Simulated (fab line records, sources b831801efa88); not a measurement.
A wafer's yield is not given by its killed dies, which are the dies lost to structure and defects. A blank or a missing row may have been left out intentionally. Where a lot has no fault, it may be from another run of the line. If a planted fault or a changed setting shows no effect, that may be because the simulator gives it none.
8D (eight disciplines) problem report, filled in by code + flow gf180mcu + the parts of the form that need people (team, actions taken, sign-off) are left out

1. PROBLEM STATEMENT
Mean HV_LDD_TW at GF_HV_LDD_TW_MEAS_11: 2283 over 6 wafers in 2 lots; fault-free wafers: 2414, standard deviation 17. That puts it -7.7 standard deviations away from the usual mean.
First observed at day 13 21:52: wafer L766.2, on film-metro-02. The record has a number at this step for 36 wafers belonging to 12 lots. Rule for "out", or "out of limits": more than 4 standard deviations from the usual mean. The rest of the wafers with a number are treated as sound.

2. WHAT IT IS AND WHAT IT IS NOT
| question                    | is                           | is not                                                                          |
|-----------------------------|------------------------------|---------------------------------------------------------------------------------|
| which readings at this step | HV_LDD_TW                    | -                                                                               |
| which lots                  | L766, L768                   | L753, L754, L756, L759, L760, L761, L764, L774, L775, L776                      |
| which wafers of those lots  | all that have a number       | -                                                                               |
| read on which gauges        | film-metro-01, film-metro-02 | film-metro-04                                                                   |
| when                        | from day 13 21:52            | up to then (21 sound wafers); but 9 sound wafers of L774, L775, L776 came after |

3. THE SUSPECTS, EACH WITH WHAT RULES IT OUT
Counting: a tool at a process step up to the reading stays a suspect if it ran every lot that is out and no sound lot after the first of them.
- the gauge at GF_HV_LDD_TW_MEAS_11: ruled out. The wafers that are out were read on 2 gauges (film-metro-01, film-metro-02).
- implanter-04 at GF_HV_LDD_IMPLANT_09: kept. All lots that are out passed through it, beginning with L766 at day 13 21:38, and no sound lot followed; its final sound lot before that point was L761 at day 12 11:34. Its own beam-energy-keV readings are out on those wafers.
The count leaves implanter-04 at GF_HV_LDD_IMPLANT_09.

4. THE CAUSE (what the simulator had put in)
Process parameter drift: implanter-04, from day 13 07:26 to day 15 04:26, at GF_HV_LDD_IMPLANT_09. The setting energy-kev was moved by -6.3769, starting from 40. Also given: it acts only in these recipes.
Counting left only this tool.

5. THE CHAIN OF EFFECTS, in route order
One row per reading whose mean, taken over the struck wafers that have a number, lies over 3 standard deviations from the usual. Scope: only readings with a usual standard deviation given in the record; hours: median across lots of the time from each lot's start at the first step in this table that gives one to its start at this step; sigmas: change in usual standard deviations.
| hours | step                 | reading         | usual        | on struck wafers | change | sigmas      |
|-------|----------------------|-----------------|--------------|------------------|--------|-------------|
| 0     | GF_HV_LDD_IMPLANT_09 | beam-energy-keV | 40.002       | 33.620           | -6.382 | -99 or more |
| 0     | GF_HV_LDD_TW_MEAS_11 | HV_LDD_TW       | 2414         | 2283             | -131   | -7.7        |
| 66    | GF_HV_LDD_RS_MEAS_53 | HV_LDD_RS       | 418.3 ohm/sq | 422.5            | +4.2   | +4.2        |
Process steps it contains:
- GF_HV_LDD_IMPLANT_09

6. HOW IT WOULD HAVE BEEN CAUGHT EARLIER
In this record the first reading out of limits at a measuring or inspecting step was taken at day 13 21:52, 14 hours after the fault began at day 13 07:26.
At GF_HV_LDD_IMPLANT_09, the tool's own readings (beam-energy-keV) were out on each struck wafer the step has a row for, so an alarm limit on them would have fired on the first such wafer.
Of the lots that are out (2), L768 began GF_HV_LDD_IMPLANT_09 on implanter-04 after day 13 21:52. Had the tool been put on hold then, it would have been spared.
